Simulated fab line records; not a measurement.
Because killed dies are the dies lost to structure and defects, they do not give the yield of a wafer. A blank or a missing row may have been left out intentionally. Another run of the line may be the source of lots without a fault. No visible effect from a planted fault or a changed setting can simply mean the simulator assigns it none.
Which tool did it? || flow gf180mcu || 13 lots, 39 wafers sampled, at 6 steps of a route of 602

## WHAT THE GAUGES SHOWED, per wafer
GF_CONTACT_CD_MEAS_14: target cd 220 nm. Usual: cd-nm reads 219.9 nm (standard deviation 1.5).
{"lot": "L859", "measured": "day 15 23:51", "on": "cd-sem-01", "cd-nm (nm)": "220.3 219.1 220.8", "flag": ""}
{"lot": "L861", "measured": "day 16 18:55", "on": "cd-sem-02", "cd-nm (nm)": "220.3 218.5 218.7", "flag": ""}
{"lot": "L863", "measured": "day 17 17:55", "on": "cd-sem-01", "cd-nm (nm)": "218.7 220.0 219.6", "flag": ""}
{"lot": "L864", "measured": "day 18 00:28", "on": "cd-sem-02", "cd-nm (nm)": "219.1 219.5 217.6", "flag": ""}
{"lot": "L865", "measured": "day 18 04:45", "on": "cd-sem-01", "cd-nm (nm)": "220.4 218.8 221.0", "flag": ""}
{"lot": "L866", "measured": "day 18 14:55", "on": "cd-sem-01", "cd-nm (nm)": "221.8 221.6 220.1", "flag": ""}
{"lot": "L867", "measured": "day 19 08:25", "on": "cd-sem-01", "cd-nm (nm)": "221.1 222.1 221.6", "flag": ""}
{"lot": "L868", "measured": "day 19 12:44", "on": "cd-sem-02", "cd-nm (nm)": "218.8 218.0 220.2", "flag": ""}
{"lot": "L869", "measured": "day 19 21:46", "on": "cd-sem-01", "cd-nm (nm)": "219.1 219.0 219.7", "flag": ""}
{"lot": "L870", "measured": "day 20 09:40", "on": "cd-sem-02", "cd-nm (nm)": "221.7 222.4 223.4", "flag": ""}
{"lot": "L873", "measured": "day 21 08:43", "on": "cd-sem-02", "cd-nm (nm)": "222.1 220.1 221.9", "flag": ""}
{"lot": "L876", "measured": "day 22 06:58", "on": "cd-sem-01", "cd-nm (nm)": "220.1 220.1 220.3", "flag": ""}
{"lot": "L877", "measured": "day 22 10:35", "on": "cd-sem-01", "cd-nm (nm)": "221.6 221.9 220.8", "flag": ""}

GF_CONTACT_RS_MEAS_25: uses a four-point probe to measure. Usual: CONTACT_W_RS gives 0.381 ohm/sq (standard deviation 0.0044).
{"lot": "L859", "measured": "day 16 00:40", "on": "film-metro-01", "CONTACT_W_RS (ohm/sq)": "0.373 0.378 0.383", "flag": ""}
{"lot": "L861", "measured": "day 16 19:44", "on": "film-metro-01", "CONTACT_W_RS (ohm/sq)": "0.382 0.374 0.377", "flag": ""}
{"lot": "L863", "measured": "day 17 18:50", "on": "film-metro-03", "CONTACT_W_RS (ohm/sq)": "0.381 0.385 0.382", "flag": ""}
{"lot": "L864", "measured": "day 18 01:17", "on": "film-metro-04", "CONTACT_W_RS (ohm/sq)": "0.384 0.386 0.387", "flag": ""}
{"lot": "L865", "measured": "day 18 05:35", "on": "film-metro-03", "CONTACT_W_RS (ohm/sq)": "0.385 0.382 0.379", "flag": ""}
{"lot": "L866", "measured": "day 18 15:44", "on": "film-metro-01", "CONTACT_W_RS (ohm/sq)": "0.379 0.380 0.386", "flag": ""}
{"lot": "L867", "measured": "day 19 09:14", "on": "film-metro-04", "CONTACT_W_RS (ohm/sq)": "0.383 0.387 0.379", "flag": ""}
{"lot": "L868", "measured": "day 19 13:34", "on": "film-metro-03", "CONTACT_W_RS (ohm/sq)": "0.384 0.385 0.376", "flag": ""}
{"lot": "L869", "measured": "day 19 22:35", "on": "film-metro-03", "CONTACT_W_RS (ohm/sq)": "0.373 0.375 0.381", "flag": ""}
{"lot": "L870", "measured": "day 20 10:29", "on": "film-metro-03", "CONTACT_W_RS (ohm/sq)": "0.384 0.378 0.387", "flag": ""}
{"lot": "L873", "measured": "day 21 09:37", "on": "film-metro-03", "CONTACT_W_RS (ohm/sq)": "0.396 0.397 0.401", "flag": "OFF"}
{"lot": "L876", "measured": "day 22 07:49", "on": "film-metro-01", "CONTACT_W_RS (ohm/sq)": "0.408 0.394 0.402", "flag": "OFF"}
{"lot": "L877", "measured": "day 22 11:24", "on": "film-metro-03", "CONTACT_W_RS (ohm/sq)": "0.385 0.384 0.385", "flag": ""}

GF_CONTACT_THK_MEAS_26: measures by xrf. Usual: CONTACT_W_THK gives 304 nm (standard deviation 4.6).
{"lot": "L859", "measured": "day 16 00:47", "on": "film-metro-01", "CONTACT_W_THK (nm)": "311 311 303", "flag": ""}
{"lot": "L861", "measured": "day 16 19:52", "on": "film-metro-01", "CONTACT_W_THK (nm)": "306 312 308", "flag": ""}
{"lot": "L863", "measured": "day 17 18:58", "on": "film-metro-03", "CONTACT_W_THK (nm)": "303 300 302", "flag": ""}
{"lot": "L864", "measured": "day 18 01:25", "on": "film-metro-04", "CONTACT_W_THK (nm)": "299 297 298", "flag": ""}
{"lot": "L865", "measured": "day 18 05:42", "on": "film-metro-03", "CONTACT_W_THK (nm)": "300 304 306", "flag": ""}
{"lot": "L866", "measured": "day 18 15:51", "on": "film-metro-01", "CONTACT_W_THK (nm)": "306 307 301", "flag": ""}
{"lot": "L867", "measured": "day 19 09:20", "on": "film-metro-04", "CONTACT_W_THK (nm)": "301 298 305", "flag": ""}
{"lot": "L868", "measured": "day 19 13:40", "on": "film-metro-03", "CONTACT_W_THK (nm)": "301 301 307", "flag": ""}
{"lot": "L869", "measured": "day 19 22:43", "on": "film-metro-03", "CONTACT_W_THK (nm)": "311 307 303", "flag": ""}
{"lot": "L870", "measured": "day 20 10:37", "on": "film-metro-03", "CONTACT_W_THK (nm)": "301 304 297", "flag": ""}
{"lot": "L873", "measured": "day 21 09:44", "on": "film-metro-03", "CONTACT_W_THK (nm)": "294 295 289", "flag": ""}
{"lot": "L876", "measured": "day 22 07:55", "on": "film-metro-01", "CONTACT_W_THK (nm)": "287 295 291", "flag": ""}
{"lot": "L877", "measured": "day 22 11:31", "on": "film-metro-03", "CONTACT_W_THK (nm)": "302 303 301", "flag": ""}

## WHICH TOOL RAN EACH LOT (tool, then ch and the chambers of the sampled wafers, then the start)
{"lot": "L859", "GF_SAB_ETCH_11": "rie-diel-04 ch 1,2, day 15 00:35", "GF_CONTACT_SPUTTER_23": "pvd-sputter-04, day 16 00:32", "GF_CONTACT_CVD_24": "cvd-w-01 ch 0,1, day 16 00:34"}
{"lot": "L861", "GF_SAB_ETCH_11": "rie-diel-02 ch 0,2,3, day 15 20:03", "GF_CONTACT_SPUTTER_23": "pvd-sputter-02, day 16 19:36", "GF_CONTACT_CVD_24": "cvd-w-01 ch 0,1, day 16 19:38"}
{"lot": "L863", "GF_SAB_ETCH_11": "rie-diel-01 ch 0,2,3, day 16 17:44", "GF_CONTACT_SPUTTER_23": "pvd-sputter-02, day 17 18:36", "GF_CONTACT_CVD_24": "cvd-w-02 ch 1, day 17 18:38"}
{"lot": "L864", "GF_SAB_ETCH_11": "rie-diel-01 ch 0,2,3, day 16 23:20", "GF_CONTACT_SPUTTER_23": "pvd-sputter-01, day 18 01:09", "GF_CONTACT_CVD_24": "cvd-w-02 ch 0,1, day 18 01:11"}
{"lot": "L865", "GF_SAB_ETCH_11": "rie-diel-02 ch 0,3, day 17 03:21", "GF_CONTACT_SPUTTER_23": "pvd-sputter-02, day 18 05:26", "GF_CONTACT_CVD_24": "cvd-w-01 ch 0,1, day 18 05:29"}
{"lot": "L866", "GF_SAB_ETCH_11": "rie-diel-04 ch 1,2, day 17 14:24", "GF_CONTACT_SPUTTER_23": "pvd-sputter-04, day 18 15:35", "GF_CONTACT_CVD_24": "cvd-w-01 ch 0,1, day 18 15:38"}
{"lot": "L867", "GF_SAB_ETCH_11": "rie-diel-02 ch 0,3, day 18 08:03", "GF_CONTACT_SPUTTER_23": "pvd-sputter-01, day 19 09:03", "GF_CONTACT_CVD_24": "cvd-w-01 ch 0,1, day 19 09:07"}
{"lot": "L868", "GF_SAB_ETCH_11": "rie-diel-04 ch 0,1, day 18 11:43", "GF_CONTACT_SPUTTER_23": "pvd-sputter-01, day 19 13:24", "GF_CONTACT_CVD_24": "cvd-w-01 ch 0,1, day 19 13:26"}
{"lot": "L869", "GF_SAB_ETCH_11": "rie-diel-04 ch 0,1, day 18 19:57", "GF_CONTACT_SPUTTER_23": "pvd-sputter-01, day 19 22:27", "GF_CONTACT_CVD_24": "cvd-w-01 ch 0,1, day 19 22:29"}
{"lot": "L870", "GF_SAB_ETCH_11": "rie-diel-02 ch 0,3, day 19 08:33", "GF_CONTACT_SPUTTER_23": "pvd-sputter-04, day 20 10:21", "GF_CONTACT_CVD_24": "cvd-w-01 ch 0,1, day 20 10:23"}
{"lot": "L873", "GF_SAB_ETCH_11": "rie-diel-04 ch 0,1,2, day 20 06:54", "GF_CONTACT_SPUTTER_23": "pvd-sputter-04, day 21 09:28", "GF_CONTACT_CVD_24": "cvd-w-01 ch 0,1, day 21 09:30"}
{"lot": "L876", "GF_SAB_ETCH_11": "rie-diel-02 ch 1,2, day 21 05:36", "GF_CONTACT_SPUTTER_23": "pvd-sputter-02, day 22 07:37", "GF_CONTACT_CVD_24": "cvd-w-01 ch 0,1, day 22 07:40"}
{"lot": "L877", "GF_SAB_ETCH_11": "rie-diel-04 ch 0,2,3, day 21 09:55", "GF_CONTACT_SPUTTER_23": "pvd-sputter-01, day 22 11:14", "GF_CONTACT_CVD_24": "cvd-w-02 ch 0, day 22 11:17"}
- GF_SAB_ETCH_11: etches SiO2 in C4F8/O2/Ar, target depth 55 nm, time 8.5 s.
- GF_CONTACT_SPUTTER_23: material TiN, target thk 10 nm, time 40 s.
- GF_CONTACT_CVD_24: deposits W, target thk 300 nm, time 90.339 s.

## WHAT THE TOOLS THEMSELVES READ (means of the sampled wafers that have a number; where no wafer has one, the mark that the record gives instead)
GF_SAB_ETCH_11. Usual: oes-product-au reads 1.002 a.u. (standard deviation 0.0096).
{"lot": "L859", "tool": "rie-diel-04", "oes-product-au (a.u.)": 0.994, "flag": ""}
{"lot": "L861", "tool": "rie-diel-02", "oes-product-au (a.u.)": 1.001, "flag": ""}
{"lot": "L863", "tool": "rie-diel-01", "oes-product-au (a.u.)": 0.994, "flag": ""}
{"lot": "L864", "tool": "rie-diel-01", "oes-product-au (a.u.)": 0.985, "flag": ""}
{"lot": "L865", "tool": "rie-diel-02", "oes-product-au (a.u.)": 1.004, "flag": ""}
{"lot": "L866", "tool": "rie-diel-04", "oes-product-au (a.u.)": 1.001, "flag": ""}
{"lot": "L867", "tool": "rie-diel-02", "oes-product-au (a.u.)": 1.007, "flag": ""}
{"lot": "L868", "tool": "rie-diel-04", "oes-product-au (a.u.)": 0.999, "flag": ""}
{"lot": "L869", "tool": "rie-diel-04", "oes-product-au (a.u.)": 0.995, "flag": ""}
{"lot": "L870", "tool": "rie-diel-02", "oes-product-au (a.u.)": 1.014, "flag": ""}
{"lot": "L873", "tool": "rie-diel-04", "oes-product-au (a.u.)": 1.008, "flag": ""}
{"lot": "L876", "tool": "rie-diel-02", "oes-product-au (a.u.)": 1.007, "flag": ""}
{"lot": "L877", "tool": "rie-diel-04", "oes-product-au (a.u.)": 1.002, "flag": ""}

GF_CONTACT_SPUTTER_23. Usual: throttle-valve-pct reads 30.1 % (standard deviation 1).
{"lot": "L859", "tool": "pvd-sputter-04", "throttle-valve-pct (%)": 29.2, "flag": ""}
{"lot": "L861", "tool": "pvd-sputter-02", "throttle-valve-pct (%)": 28.6, "flag": ""}
{"lot": "L863", "tool": "pvd-sputter-02", "throttle-valve-pct (%)": 29.6, "flag": ""}
{"lot": "L864", "tool": "pvd-sputter-01", "throttle-valve-pct (%)": 30.9, "flag": ""}
{"lot": "L865", "tool": "pvd-sputter-02", "throttle-valve-pct (%)": 28.5, "flag": ""}
{"lot": "L866", "tool": "pvd-sputter-04", "throttle-valve-pct (%)": 30.0, "flag": ""}
{"lot": "L867", "tool": "pvd-sputter-01", "throttle-valve-pct (%)": 31.4, "flag": ""}
{"lot": "L868", "tool": "pvd-sputter-01", "throttle-valve-pct (%)": 31.8, "flag": ""}
{"lot": "L869", "tool": "pvd-sputter-01", "throttle-valve-pct (%)": 31.3, "flag": ""}
{"lot": "L870", "tool": "pvd-sputter-04", "throttle-valve-pct (%)": 29.8, "flag": ""}
{"lot": "L873", "tool": "pvd-sputter-04", "throttle-valve-pct (%)": 29.6, "flag": ""}
{"lot": "L876", "tool": "pvd-sputter-02", "throttle-valve-pct (%)": 29.3, "flag": ""}
{"lot": "L877", "tool": "pvd-sputter-01", "throttle-valve-pct (%)": 31.5, "flag": ""}

GF_CONTACT_CVD_24. Usual: heater-power-outer-w 450 W, standard deviation 54; heater-power-w 743 W, standard deviation 56.
{"lot": "L859", "tool": "cvd-w-01", "heater-power-outer-w (W)": 464, "heater-power-w (W)": 774, "flag": ""}
{"lot": "L861", "tool": "cvd-w-01", "heater-power-outer-w (W)": 477, "heater-power-w (W)": 777, "flag": ""}
{"lot": "L863", "tool": "cvd-w-02", "heater-power-outer-w (W)": 408, "heater-power-w (W)": 705, "flag": ""}
{"lot": "L864", "tool": "cvd-w-02", "heater-power-outer-w (W)": 441, "heater-power-w (W)": 731, "flag": ""}
{"lot": "L865", "tool": "cvd-w-01", "heater-power-outer-w (W)": 422, "heater-power-w (W)": 707, "flag": ""}
{"lot": "L866", "tool": "cvd-w-01", "heater-power-outer-w (W)": 422, "heater-power-w (W)": 712, "flag": ""}
{"lot": "L867", "tool": "cvd-w-01", "heater-power-outer-w (W)": 455, "heater-power-w (W)": 739, "flag": ""}
{"lot": "L868", "tool": "cvd-w-01", "heater-power-outer-w (W)": 450, "heater-power-w (W)": 733, "flag": ""}
{"lot": "L869", "tool": "cvd-w-01", "heater-power-outer-w (W)": 419, "heater-power-w (W)": 705, "flag": ""}
{"lot": "L870", "tool": "cvd-w-01", "heater-power-outer-w (W)": 427, "heater-power-w (W)": 705, "flag": ""}
{"lot": "L873", "tool": "cvd-w-01", "heater-power-outer-w (W)": 423, "heater-power-w (W)": 708, "flag": ""}
{"lot": "L876", "tool": "cvd-w-01", "heater-power-outer-w (W)": 455, "heater-power-w (W)": 737, "flag": ""}
{"lot": "L877", "tool": "cvd-w-02", "heater-power-outer-w (W)": 526, "heater-power-w (W)": 824, "flag": ""}

## THE ANSWER, worked out from the rows above alone
Rule: take the mean of a lot's wafers that have a number; if it is more than 3 standard deviations from the usual mean, the lot is off. A lot without any number at a reading at which 4 lots or more have one is off too. The other lots that the step has rows for count as sound. Order of review: gauges by route order, followed by the tools' own readings, for which a lot's mean as printed above is used. At the first step where some lot is off, the reading lying furthest off is the one used; lots without a number count as furthest.
Off: L873, L876, at GF_CONTACT_RS_MEAS_25 (CONTACT_W_RS).
A tool fits if, at a process step before that reading, it ran every lot that is off, and no sound lot after the first of them. Gauges at GF_CONTACT_RS_MEAS_25: tried the same way as those tools. One fits: GF_CONTACT_CVD_24 on cvd-w-01. Its last sound lot is L870 (day 20 10:23), its first lot that is off L873 (day 21 09:30): a fault that began between those two fits.

## WHAT WAS PUT IN BY THE SIMULATOR
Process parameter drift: cvd-w-01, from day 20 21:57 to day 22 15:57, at GF_CONTACT_CVD_24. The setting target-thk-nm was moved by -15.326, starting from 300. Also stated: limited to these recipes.
Struck lots among those shown: L873, L876. The rule given above showed the same thing.
